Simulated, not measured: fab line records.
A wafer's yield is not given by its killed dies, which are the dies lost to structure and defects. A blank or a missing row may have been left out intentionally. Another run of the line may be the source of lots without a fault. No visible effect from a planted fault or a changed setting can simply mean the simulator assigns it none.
fab line records | flow sky130
record: lots: 15 | wafers: 45 | last-day: 50
route steps=708 shown VIA1@459 METAL2@495
lots that met no fault: from a run of the same line without faults
start-h: hours from the record's first day to the start of the lot's first wafer shown | wait-h: how many hours have passed since the lot's step before this one | " unchanged from the row above | L1.1+2: one row covering several wafers at once | - either no value or no given start | * or withheld: withheld | < > ~ a bound
route shown NAME@n: a module of which the file shows steps, and the number in the route of the first | usual: average and standard deviation across the fault-free wafers | same: alike in all rows | chamber/n: place in a boat | sites: per-site readings | _std_site: the standard deviation of these | _edge_site: mean of outer sites minus mean of inner sites | radius-mm: how far each site lies from the wafer's centre | mask NAME#n: copy n | behind: the most recent tool/chamber to have shaped the wafer | hold: what put the lot on hold/how long, in hours/how the hold closed | device: the n, p or np transistor that did not switch | end of line: tests of these same wafers at the route's end | a step without rows: its recipe alone | killed: at the first sort, the dies lost to defects and structure; wafer yield is something else | map: shows each die of a wafer: x if killed, . if not, _ if none is there
set.NAME: the setting that was run; set.NAME@STEP: the one run at that earlier step | model.NAME: the simulator's own value behind a step, which no gauge read
one table for each step of the route and one row for each wafer, over a sample of lots
services: a tool's chamber out of use, with start hour (start-h, from the record's first day; less than 0 if before it), hours out, and reason
== steps ==
step: SKY_VIA1_THK_MEAS_01
recipe: reads: SiO2_of_VIA1_HDPCVD_00
usual: VIA1_HDPCVD_THK: 1040/9.4
lot.wafer | tool          | chamber | start-h | wait-h | VIA1_HDPCVD_THK[nm]
L659.1    | film-metro-02 | -       | 781.93  | 0.1    | 1049
L659.2    | "             | -       | "       | "      | 1052
L659.4    | "             | -       | "       | "      | 1043
L661.1    | film-metro-02 | -       | 790.82  | 0.1    | 1009
L661.2    | "             | -       | "       | "      | 1037
L661.5    | "             | -       | "       | "      | 1025
L662.1    | film-metro-02 | -       | 804.57  | 0.1    | 1028
L662.4    | "             | -       | "       | "      | 1039
L662.6    | "             | -       | "       | "      | 1024
L663.1    | film-metro-03 | -       | 815.90  | 0.1    | 1032
L663.4    | "             | -       | "       | "      | 1042
L663.6    | "             | -       | "       | "      | 1041
L664.2    | film-metro-01 | -       | 822.33  | 0.1    | 1052
L664.4    | "             | -       | "       | "      | 1056
L664.5    | "             | -       | "       | "      | 1051
L671.1    | film-metro-02 | -       | 877.17  | 0.1    | 1047
L671.4    | "             | -       | "       | "      | 1046
L671.6    | "             | -       | "       | "      | 1037
L672.1    | film-metro-02 | -       | 880.01  | 0.1    | 1042
L672.2    | "             | -       | "       | "      | 1045
L672.3    | "             | -       | "       | "      | 1038
L673.1    | film-metro-02 | -       | 889.98  | 0.3    | 1027
L673.4    | "             | -       | "       | "      | 1035
L673.6    | "             | -       | "       | "      | 1040
L675.1    | film-metro-03 | -       | 898.71  | 0.1    | 1048
L675.3    | "             | -       | "       | "      | 1052
L675.6    | "             | -       | "       | "      | 1051
L674.1    | film-metro-01 | -       | 903.36  | 0.1    | 1051
L674.2    | "             | -       | "       | "      | 1036
L674.6    | "             | -       | "       | "      | 1027
L676.1    | film-metro-01 | -       | 917.21  | 0.1    | 1038
L676.3    | "             | -       | "       | "      | 1036
L676.6    | "             | -       | "       | "      | 1033
L678.1    | film-metro-02 | -       | 919.31  | 0.1    | 1047
L678.4    | "             | -       | "       | "      | 1050
L678.6    | "             | -       | "       | "      | 1039
L677.1    | film-metro-03 | -       | 928.76  | 0.1    | 1046
L677.3    | "             | -       | "       | "      | 1031
L677.5    | "             | -       | "       | "      | 1039
L679.2    | film-metro-02 | -       | 934.34  | 0.1    | 1034
L679.5    | "             | -       | "       | "      | 1051
L679.6    | "             | -       | "       | "      | 1041
L680.2    | film-metro-01 | -       | 938.93  | 0.1    | 1049
L680.3    | "             | -       | "       | "      | 1051
L680.4    | "             | -       | "       | "      | 1045
step: SKY_VIA1_CMP_02
recipe: material: SiO2 | down-force-psi: 4 | platen-rpm: 60 | pad-velocity-m-s: 0.94248
usual: head-pressure-psi: 4.000/0.0086 | motor-current-A: 11.8/1.1
lot.wafer | tool   | chamber | start-h | wait-h | head-pressure-psi | motor-current-A
L659.2    | cmp-02 | 0       | 782.03  | 0.1    | 3.997             | 13.2
L659.1    | "      | 1       | "       | "      | 4.006             | 12.4
L659.4    | "      | 3       | "       | "      | 4.001             | 11.7
L661.2    | cmp-02 | 3       | 790.88  | 0.0    | 4.005             | 11.5
L661.1    | "      | 0       | "       | "      | 3.992             | 13.3
L661.5    | "      | 0       | "       | "      | 3.992             | 12.8
L662.4    | cmp-01 | 2       | 804.63  | 0.0    | 3.997             | 11.4
L662.1    | "      | 0       | "       | "      | 3.997             | 13.4
L662.6    | "      | 2       | "       | "      | 3.999             | 11.7
L663.4    | cmp-01 | 0       | 816.01  | 0.1    | 3.992             | 12.9
L663.1    | "      | 2       | "       | "      | 3.998             | 10.5
L663.6    | "      | 3       | "       | "      | 3.994             | 10.4
L664.2    | cmp-01 | 1       | 822.43  | 0.1    | 3.997             | 11.9
L664.4    | "      | 2       | "       | "      | 4.009             | 11.6
L664.5    | "      | 0       | "       | "      | 3.992             | 13.2
L671.4    | cmp-02 | 2       | 877.33  | 0.1    | 3.997             | 9.4
L671.1    | "      | 3       | "       | "      | 4.001             | 11.8
L671.6    | "      | 0       | "       | "      | 4.005             | 12.9
L672.1    | cmp-02 | 2       | 880.07  | 0.1    | 4.000             | 9.1
L672.3    | "      | 3       | "       | "      | 3.992             | 11.1
L672.2    | "      | 0       | "       | "      | 3.995             | 13.4
L673.1    | cmp-01 | 0       | 890.04  | 0.1    | 3.987             | 12.9
L673.4    | "      | 3       | "       | "      | 4.002             | 10.6
L673.6    | "      | 1       | "       | "      | 3.986             | 11.9
L675.3    | cmp-01 | 3       | 898.87  | 0.1    | 4.004             | 10.6
L675.1    | "      | 0       | "       | "      | 4.012             | 13.3
L675.6    | "      | 1       | "       | "      | 3.996             | 12.1
L674.1    | cmp-02 | 1       | 903.42  | 0.1    | 4.001             | 12.7
L674.2    | "      | 3       | "       | "      | 4.031             | 12.1
L674.6    | "      | 2       | "       | "      | 4.005             | 9.6
L676.3    | cmp-01 | 0       | 917.46  | 0.2    | 4.002             | 12.8
L676.1    | "      | 1       | "       | "      | 4.001             | 12.1
L676.6    | "      | 0       | "       | "      | 3.985             | 13.0
L678.1    | cmp-02 | 3       | 919.47  | 0.1    | 3.999             | 10.9
L678.4    | "      | 0       | "       | "      | 4.004             | 12.9
L678.6    | "      | 2       | "       | "      | 4.007             | 9.1
L677.1    | cmp-01 | 2       | 928.92  | 0.1    | 4.002             | 11.0
L677.3    | "      | 3       | "       | "      | 4.006             | 10.7
L677.5    | "      | 1       | "       | "      | 3.996             | 12.1
L679.2    | cmp-01 | 2       | 934.79  | 0.4    | 4.005             | 12.3
L679.6    | "      | 3       | "       | "      | 3.987             | 10.9
L679.5    | "      | 0       | "       | "      | 4.001             | 13.1
L680.3    | cmp-01 | 1       | 938.98  | 0.0    | 4.004             | 12.7
L680.4    | "      | 3       | "       | "      | 4.017             | 10.5
L680.2    | "      | 0       | "       | "      | 4.001             | 13.1
step: SKY_VIA1_CD_MEAS_12
recipe: target-cd-nm: 150
usual: cd-nm: 149.4/1.9
lot.wafer | tool      | chamber | start-h | wait-h | cd-nm
L659.1    | cd-sem-02 | -       | 808.40  | -      | 148.1
L659.2    | "         | -       | "       | "      | 146.6
L659.4    | "         | -       | "       | "      | 149.7
L661.1    | cd-sem-01 | -       | 816.79  | -      | 149.7
L661.2    | "         | -       | "       | "      | 148.2
L661.5    | "         | -       | "       | "      | 149.4
L662.1    | cd-sem-02 | -       | 831.29  | -      | 149.1
L662.4    | "         | -       | "       | "      | 150.4
L662.6    | "         | -       | "       | "      | 151.0
L663.1    | cd-sem-01 | -       | 843.08  | -      | 150.7
L663.4    | "         | -       | "       | "      | 154.4
L663.6    | "         | -       | "       | "      | 151.6
L664.2    | cd-sem-02 | -       | 849.21  | -      | 150.5
L664.4    | "         | -       | "       | "      | 149.5
L664.5    | "         | -       | "       | "      | 150.4
L671.1    | cd-sem-01 | -       | 902.66  | -      | 151.7
L671.4    | "         | -       | "       | "      | 151.6
L671.6    | "         | -       | "       | "      | 151.6
L672.1    | cd-sem-01 | -       | 905.59  | -      | 152.2
L672.2    | "         | -       | "       | "      | 150.7
L672.3    | "         | -       | "       | "      | 151.0
L673.1    | cd-sem-02 | -       | 915.63  | -      | 151.2
L673.4    | "         | -       | "       | "      | 151.7
L673.6    | "         | -       | "       | "      | 148.8
L675.1    | cd-sem-02 | -       | 923.48  | -      | 148.2
L675.3    | "         | -       | "       | "      | 148.0
L675.6    | "         | -       | "       | "      | 148.4
L674.1    | cd-sem-02 | -       | 928.38  | -      | 148.4
L674.2    | "         | -       | "       | "      | 148.2
L674.6    | "         | -       | "       | "      | 148.7
L676.1    | cd-sem-02 | -       | 942.54  | -      | 148.4
L676.3    | "         | -       | "       | "      | 148.8
L676.6    | "         | -       | "       | "      | 149.1
L678.1    | cd-sem-02 | -       | 945.23  | -      | 146.9
L678.4    | "         | -       | "       | "      | 144.8
L678.6    | "         | -       | "       | "      | 149.0
L677.1    | cd-sem-01 | -       | 953.38  | -      | 150.4
L677.3    | "         | -       | "       | "      | 150.4
L677.5    | "         | -       | "       | "      | 150.4
L679.2    | cd-sem-01 | -       | 959.21  | -      | 149.8
L679.5    | "         | -       | "       | "      | 150.0
L679.6    | "         | -       | "       | "      | 149.9
L680.2    | cd-sem-02 | -       | 963.10  | -      | 146.8
L680.3    | "         | -       | "       | "      | 147.8
L680.4    | "         | -       | "       | "      | 147.8
step: SKY_METAL2_EXPOSE_12
recipe: mask-id: MM2 | na: 0.8 | source-shape: annular | sigma-inner: 0.55 | sigma-outer: 0.85 | target-cd-nm: 140 | dose-mj: 28
usual: exposure-dose-mJ-cm2: 27.96/0.042 | focus-offset-nm: 0.0/0.61 | sigma-inner: 0.55/0
lot.wafer | tool           | chamber | start-h | wait-h | mask  | exposure-dose-mJ-cm2 | focus-offset-nm | sigma-inner
L659.1    | krf-scanner-02 | 0       | 823.38  | -      | MM2#0 | 27.95                | 0.2             | 0.55
L659.2    | "              | 0       | "       | "      | MM2#0 | 27.95                | 0.4             | 0.55
L659.4    | "              | 0       | "       | "      | MM2#0 | 27.98                | 1.4             | 0.55
L661.1    | krf-scanner-02 | 0       | 831.75  | -      | MM2#0 | 27.98                | -1.1            | 0.55
L661.2    | "              | 0       | "       | "      | MM2#0 | 28.00                | -1.6            | 0.55
L661.5    | "              | 0       | "       | "      | MM2#0 | 28.01                | -1.3            | 0.55
L662.1    | krf-scanner-02 | -       | 847.08  | -      | MM2#0 | -                    | -               | -
L662.4    | "              | -       | "       | "      | MM2#0 | -                    | -               | -
L662.6    | "              | -       | "       | "      | MM2#0 | -                    | -               | -
L663.1    | krf-scanner-01 | -       | 858.05  | -      | MM2#0 | -                    | -               | -
L663.4    | "              | -       | "       | "      | MM2#0 | -                    | -               | -
L663.6    | "              | -       | "       | "      | MM2#0 | -                    | -               | -
L664.2    | krf-scanner-01 | -       | 863.82  | -      | MM2#0 | -                    | -               | -
L664.4    | "              | -       | "       | "      | MM2#0 | -                    | -               | -
L664.5    | "              | -       | "       | "      | MM2#0 | -                    | -               | -
L671.1    | krf-scanner-01 | 0       | 916.72  | -      | MM2#0 | 27.90                | 0.4             | 0.55
L671.4    | "              | 0       | "       | "      | MM2#0 | 27.92                | -0.3            | 0.55
L671.6    | "              | 0       | "       | "      | MM2#0 | 27.95                | -0.1            | 0.55
L672.1    | krf-scanner-01 | 0       | 919.97  | -      | MM2#0 | 27.89                | 0.2             | 0.55
L672.2    | "              | 0       | "       | "      | MM2#0 | 27.89                | -0.3            | 0.55
L672.3    | "              | 0       | "       | "      | MM2#0 | 27.88                | 0.3             | 0.55
L673.1    | krf-scanner-02 | 0       | 930.20  | -      | MM2#0 | 27.96                | 0.4             | 0.55
L673.4    | "              | 0       | "       | "      | MM2#0 | 27.96                | 0.4             | 0.55
L673.6    | "              | 0       | "       | "      | MM2#0 | 27.99                | -0.2            | 0.55
L675.1    | krf-scanner-01 | 0       | 937.65  | -      | MM2#0 | 27.96                | 0.8             | 0.55
L675.3    | "              | 0       | "       | "      | MM2#0 | 27.96                | 0.7             | 0.55
L675.6    | "              | 0       | "       | "      | MM2#0 | 28.01                | 0.5             | 0.55
L674.1    | krf-scanner-02 | 0       | 942.65  | -      | MM2#0 | 27.96                | -0.9            | 0.55
L674.2    | "              | 0       | "       | "      | MM2#0 | 27.98                | -0.9            | 0.55
L674.6    | "              | 0       | "       | "      | MM2#0 | 27.99                | -0.1            | 0.55
L676.1    | krf-scanner-01 | 0       | 956.65  | -      | MM2#0 | 27.90                | -0.1            | 0.55
L676.3    | "              | 0       | "       | "      | MM2#0 | 27.93                | -0.7            | 0.55
L676.6    | "              | 0       | "       | "      | MM2#0 | 27.94                | -0.2            | 0.55
L678.1    | krf-scanner-01 | 0       | 958.84  | -      | MM2#0 | 27.89                | 0.4             | 0.55
L678.4    | "              | 0       | "       | "      | MM2#0 | 27.91                | 0.5             | 0.55
L678.6    | "              | 0       | "       | "      | MM2#0 | 27.89                | -0.7            | 0.55
L677.1    | krf-scanner-02 | 0       | 967.09  | -      | MM2#0 | 27.95                | 0.4             | 0.55
L677.3    | "              | 0       | "       | "      | MM2#0 | 27.96                | 0.2             | 0.55
L677.5    | "              | 0       | "       | "      | MM2#0 | 27.98                | 0.4             | 0.55
L679.2    | krf-scanner-02 | 0       | 973.41  | -      | MM2#0 | 27.98                | -1.0            | 0.55
L679.5    | "              | 0       | "       | "      | MM2#0 | 27.97                | -0.5            | 0.55
L679.6    | "              | 0       | "       | "      | MM2#0 | 27.94                | -0.1            | 0.55
L680.2    | krf-scanner-02 | 0       | 977.06  | -      | MM2#0 | 27.97                | 0.5             | 0.55
L680.3    | "              | 0       | "       | "      | MM2#0 | 27.99                | -0.1            | 0.55
L680.4    | "              | 0       | "       | "      | MM2#0 | 27.93                | 0.8             | 0.55
== services ==
tool           | chamber | start-h | hours | kind
cmp-01         | -       | 783.15  | 0.3   | repair
krf-scanner-02 | -       | 809.20  | 3.6   | pm
krf-scanner-01 | -       | 811.09  | 0.4   | repair
krf-scanner-01 | -       | 837.71  | 3.6   | pm
cmp-02         | -       | 843.37  | 5.6   | repair
krf-scanner-01 | 0       | 848.11  | -     | calibration
krf-scanner-01 | -       | 858.97  | 1.3   | pm
krf-scanner-02 | -       | 869.97  | 0.8   | pm
krf-scanner-01 | -       | 870.72  | 0.8   | pm
cmp-01         | -       | 876.30  | 3.9   | pm
krf-scanner-01 | -       | 878.89  | 4.0   | pm
cmp-02         | -       | 884.25  | 6.9   | pm
krf-scanner-02 | 0       | 889.99  | -     | calibration
krf-scanner-01 | -       | 902.47  | 1.0   | pm
cmp-01         | -       | 903.75  | 0.4   | repair
krf-scanner-02 | -       | 914.91  | 1.3   | pm
cmp-02         | -       | 915.22  | 4.0   | pm
krf-scanner-02 | -       | 916.21  | 1.0   | pm
cmp-02         | -       | 919.22  | -     | consumable-replace:conditioner
cmp-02         | -       | 919.22  | -     | consumable-replace:pad
krf-scanner-01 | -       | 946.19  | 0.8   | pm
krf-scanner-02 | -       | 948.73  | 15.1  | repair
krf-scanner-01 | -       | 963.97  | 36.0  | pm
== key ==
first-sign: step: SKY_METAL2_EXPOSE_12 | reading: tool-record | direction: missing
effect none on later readings
met-at SKY_METAL2_EXPOSE_12
struck-lots L662,L663,L664
later-rows-left-out L662.1,L662.4,L662.6,L663.1,L663.4,L663.6,L664.2,L664.4,L664.5
sort-left-out L662.1,L662.4,L662.6,L663.1,L663.4,L663.6,L664.2,L664.4,L664.5
not-acting-at SKY_VIA1_THK_MEAS_01,SKY_VIA1_CMP_02,SKY_VIA1_CD_MEAS_12
onset-between 831.75 847.08
fault: kind: skipped-step-whole | tool: krf-scanner-01,krf-scanner-02 | chamber: - | onset-h: 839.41 | steps: SKY_METAL2_EXPOSE_12 | scope: struck-lots-only
sort-left-out: the simulated sort isn't trusted on such a fault, so these wafers' sort isn't shown, and their yield isn't known
later-rows-left-out: the simulator's readings of these wafers behind a module that went badly wrong aren't trusted and aren't shown, but for the sort
